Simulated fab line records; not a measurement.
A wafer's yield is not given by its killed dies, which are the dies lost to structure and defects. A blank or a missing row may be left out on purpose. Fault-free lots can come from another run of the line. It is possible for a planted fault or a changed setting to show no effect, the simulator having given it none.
Commonality check across tools :: flow gf180mcu :: 39 wafers sampled across 13 lots

## REASON IT WAS OPENED
3 of 13 lots carry a flag on the reading MVSD_TW at GF_MVSD_TW_MEAS_11. No-fault wafers: 1589, standard deviation 7.9.
Rule: flag the lot when none of its wafers has a number, or when each of its wafers that has one lies beyond 4 standard deviations from that mean. The rest of the lots are taken to be sound.

lot: L240
measured: day 4 17:05
on: film_metro-04
MVSD_TW, wafer by wafer: 1586 1586 1574
flag: 

lot: L244
measured: day 5 14:28
on: film_metro-04
MVSD_TW, wafer by wafer: 1589 1610 1595
flag: 

lot: L245
measured: day 5 22:16
on: film_metro-03
MVSD_TW, wafer by wafer: 1595 1593 1586
flag: 

lot: L246
measured: day 6 03:16
on: film_metro-01
MVSD_TW, wafer by wafer: 1689 1692 1692
flag: FLAGGED

lot: L247
measured: day 6 08:40
on: film_metro-04
MVSD_TW, wafer by wafer: 1705 1693 1693
flag: FLAGGED

lot: L248
measured: day 6 15:56
on: film_metro-04
MVSD_TW, wafer by wafer: 1693 1706 1697
flag: FLAGGED

lot: L252
measured: day 7 15:36
on: film_metro-01
MVSD_TW, wafer by wafer: 1602 1595 1586
flag: 

lot: L254
measured: day 8 02:23
on: film_metro-04
MVSD_TW, wafer by wafer: 1586 1603 1596
flag: 

lot: L258
measured: day 9 01:35
on: film_metro-03
MVSD_TW, wafer by wafer: 1580 1580 1584
flag: 

lot: L259
measured: day 9 06:47
on: film_metro-01
MVSD_TW, wafer by wafer: 1589 1589 1588
flag: 

lot: L260
measured: day 9 10:13
on: film_metro-03
MVSD_TW, wafer by wafer: 1597 1583 1584
flag: 

lot: L261
measured: day 9 21:58
on: film_metro-04
MVSD_TW, wafer by wafer: 1587 1584 1585
flag: 

lot: L262
measured: day 10 05:00
on: film_metro-01
MVSD_TW, wafer by wafer: 1580 1588 1578
flag: 
Average over the flagged lots: 1696; offset from the usual +107, equal to +13 standard deviations.

## EACH LOT AND THE TOOL IT RAN ON
The record holds 1 process step before the reading, out of a route of 602 steps. Cell contents, in order: the tool; ch with the chambers the sampled wafers went through; the start.
lot: L240
flag: 
GF_MVSD_IMPLANT_08: implanter-04 ch 0, day 4 16:41

lot: L244
flag: 
GF_MVSD_IMPLANT_08: implanter-03 ch 0, day 5 14:04

lot: L245
flag: 
GF_MVSD_IMPLANT_08: implanter-03 ch 0, day 5 21:52

lot: L246
flag: FLAGGED
GF_MVSD_IMPLANT_08: implanter-03 ch 0, day 6 02:52

lot: L247
flag: FLAGGED
GF_MVSD_IMPLANT_08: implanter-03 ch 0, day 6 08:16

lot: L248
flag: FLAGGED
GF_MVSD_IMPLANT_08: implanter-03 ch 0, day 6 15:33

lot: L252
flag: 
GF_MVSD_IMPLANT_08: implanter-04 ch 0, day 7 15:13

lot: L254
flag: 
GF_MVSD_IMPLANT_08: implanter-04 ch 0, day 8 01:59

lot: L258
flag: 
GF_MVSD_IMPLANT_08: implanter-03 ch 0, day 9 01:11

lot: L259
flag: 
GF_MVSD_IMPLANT_08: implanter-04 ch 0, day 9 06:25

lot: L260
flag: 
GF_MVSD_IMPLANT_08: implanter-03 ch 0, day 9 09:49

lot: L261
flag: 
GF_MVSD_IMPLANT_08: implanter-04 ch 0, day 9 21:34

lot: L262
flag: 
GF_MVSD_IMPLANT_08: implanter-01 ch 0, day 10 04:37
What the steps here do:
- GF_MVSD_IMPLANT_08
- GF_MVSD_TW_MEAS_11

## FLAGGED AGAINST TOTAL, ONE TOOL AT A TIME (gauges that did the reading follow at the end)
step: GF_MVSD_IMPLANT_08
tool: implanter-01
lots run: 1
flagged: 0
share of the flagged lots: none
sound lots run after its first flagged lot: -

step: GF_MVSD_IMPLANT_08
tool: implanter-03
lots run: 7
flagged: 3
share of the flagged lots: all
sound lots run after its first flagged lot: 2 (L258,L260)

step: GF_MVSD_IMPLANT_08
tool: implanter-04
lots run: 5
flagged: 0
share of the flagged lots: none
sound lots run after its first flagged lot: -

step: GF_MVSD_TW_MEAS_11
tool: film_metro-01
lots run: 4
flagged: 1
share of the flagged lots: some
sound lots run after its first flagged lot: 3 (L252,L259,L262)

step: GF_MVSD_TW_MEAS_11
tool: film_metro-03
lots run: 3
flagged: 0
share of the flagged lots: none
sound lots run after its first flagged lot: -

step: GF_MVSD_TW_MEAS_11
tool: film_metro-04
lots run: 6
flagged: 2
share of the flagged lots: some
sound lots run after its first flagged lot: 2 (L254,L261)

## WHAT THE TABLE ALLOWS
In the table, 1 row covers all flagged lots: implanter-03 at GF_MVSD_IMPLANT_08.
- implanter-03 at GF_MVSD_IMPLANT_08 ran 7 lots, 3 of them flagged. Sound lots followed the first flagged one (L258, L260) on it, something a lasting fault affecting the whole tool could not allow. Its own readings lie more than 4 standard deviations out on every wafer of the flagged lots: beam_on_s, end_station_pressure_torr, faraday_current_uA.
Every row of the table either missed a flagged lot or ran a sound lot after the first.

## WHAT THE SIMULATOR HAD INSERTED
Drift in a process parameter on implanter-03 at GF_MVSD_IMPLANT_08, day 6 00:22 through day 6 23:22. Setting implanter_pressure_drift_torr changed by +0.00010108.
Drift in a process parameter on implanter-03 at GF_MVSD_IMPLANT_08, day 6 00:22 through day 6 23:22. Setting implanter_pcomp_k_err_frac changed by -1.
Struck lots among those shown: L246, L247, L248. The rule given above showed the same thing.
